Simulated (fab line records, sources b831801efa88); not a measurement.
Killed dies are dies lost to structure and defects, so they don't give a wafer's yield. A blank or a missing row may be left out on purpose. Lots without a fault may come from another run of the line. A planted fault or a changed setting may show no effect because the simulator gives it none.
A struck lot beside a sound one | flow sky130 | 23 steps out of a route of 708
Sound: wafers L694.1, L694.2, L694.3. Struck: wafers L704.1, L704.3, L704.6. The cause comes at the end.
At each step with rows: each side's tool, then ch and its chambers, then its first start. Under that, the readings that differ: sound wafers | struck wafers | difference of the means | sigmas: that difference in standard deviations of wafers without a fault.
alike: readings whose means differ by less than 2 such deviations, and words and numbers that are the same on both sides. not compared: withheld readings, readings that some wafer has no value for, bounds like >300 that may hide the same value, and numbers for which the record gives no deviation and whose values overlap.
The two part at a step that has a row with sigmas, a row that says differs or no value, or rows on one side only. Numbers that don't overlap but have no deviation are shown without sigmas and don't part them. A reading that every wafer of one side lacks parts them only if that side has two wafers or more.

first, 2 steps without rows for these wafers: SKY_POLY_GATE_CLEAN_19 (cleans in SC1/SC2, time 150 s); SKY_POLY_GATE_OXIDATION_20 (stabilise 600 s, purge 300 s, target thk 4 nm).
SKY_POLY_GATE_THK_MEAS_21:
  sound on film_metro-02, day 16 03:22; struck on film_metro-02, day 19 23:49
  alike: POLY_GATE_OXIDATION_THK
SKY_POLY_GATE_CD_MEAS_22:
  sound on cd_sem-02, day 16 03:25; struck on cd_sem-02, day 19 23:52
  alike: cd_nm
then, 7 steps without rows for these wafers: SKY_LDD_N_DEHYDRATE_00 (time 60 s); SKY_LDD_N_HMDS_01 (prime time 60 s); SKY_LDD_N_COAT_02 (resist thk 300 nm); SKY_LDD_N_SOFTBAKE_03 (time 60 s); SKY_LDD_N_EXPOSE_04 (exposes mask NTM, target cd 840 nm); SKY_LDD_N_PEB_05; SKY_LDD_N_DEVELOP_06 (develop time 60 s).
SKY_LDD_N_OVL_MEAS_07:
  sound on overlay-01, day 17 07:19; struck on overlay-02, day 21 06:49
  alike: LDD_N_OVL
SKY_LDD_N_IMPLANT_08:
  sound on implanter-03 ch 0, day 17 07:21; struck on implanter-04 ch 0, day 21 06:51
  reading                   | sound             | struck            | difference | sigmas
  implant_ion_amu           | 75 75 75          | 31 31 31          | -44        |
  model.implant.rp_nm (nm)  | 15.32 15.32 15.32 | 28.23 28.23 28.23 | +12.91     |
  model.implant.drp_nm (nm) | 7.212 7.212 7.212 | 12.97 12.97 12.97 | +5.76      |
then, 7 steps without rows for these wafers: SKY_LDD_N_IMPLANT_09; SKY_LDD_N_IMPLANT_10; SKY_LDD_N_IMPLANT_11; SKY_LDD_N_IMPLANT_12; SKY_LDD_N_IMPLANT_13; SKY_LDD_N_IMPLANT_14; SKY_LDD_N_IMPLANT_15.
SKY_LDD_N_STRIP_16: strips in O2/N2.
  sound on plasma_asher-03 ch 0,1, day 17 08:33; struck on plasma_asher-03 ch 1, day 21 08:03
  reading                      | sound             | struck            | difference | sigmas
  strip_time_to_endpoint_s (s) | 4.299 4.315 4.301 | 4.189 4.214 4.224 | -0.096     | -6
  alike: chamber_pressure_mTorr, drypump_motor_current_A, oes_product_au
  not compared: rf_hours_counter_h
SKY_LDD_N_TW_MEAS_17:
  sound on film_metro-01, day 17 08:39; struck on film_metro-01, day 21 08:09
  alike: LDD_N_TW
-- the record jumps here: 27 days lie between the struck wafers' starts before and after (it left off in module LDD_N and takes up again in module PAD_OPEN, whose first step shown is number 708 of the route) --
SKY_PAD_OPEN_PROBE_99:
  sound on prober-01, day 45 18:41; struck on prober-01, day 48 08:47
  reading                                  | sound             | struck            | difference | sigmas
  model.etest.tip_n.rs_ohm_sq              | 445.5 446.7 444.2 | 382.2 382.7 385.4 | -62.0      |
  model.etest.nfet_01v8_turned.drive_ua_um | 505.8 515.3 511.2 | 549.5 525.2 544.6 | +29.0      |
  model.etest.nfet_01v8_lvt.drive_ua_um    | 579.8 586.5 586.8 | 625.4 590.8 621.5 | +28.2      |
  model.etest.res_ndiff.line_ohm_um        | 769.4 765.3 767.8 | 747.1 743.7 738.2 | -24.5      |
  alike: killed_at_M0_to_M3, killed_at_M4_up, killed_at_contacts, killed_at_front_end, killed_at_other, killed_dies, killed_open, killed_short
  not compared: model.etest.nfet_01v8_swapped.drive_ua_um, model.etest.sram_nfet_pass.drive_ua_um, model.etest.nfet_01v8.drive_ua_um, model.etest.nfet_01v8.r_on_ohm_um

WHERE THEY PART
Only at SKY_LDD_N_STRIP_16, within this record. Later steps at which nothing parts them and some readings are alike: SKY_LDD_N_TW_MEAS_17, SKY_PAD_OPEN_PROBE_99.

WHY: what the simulator had put in
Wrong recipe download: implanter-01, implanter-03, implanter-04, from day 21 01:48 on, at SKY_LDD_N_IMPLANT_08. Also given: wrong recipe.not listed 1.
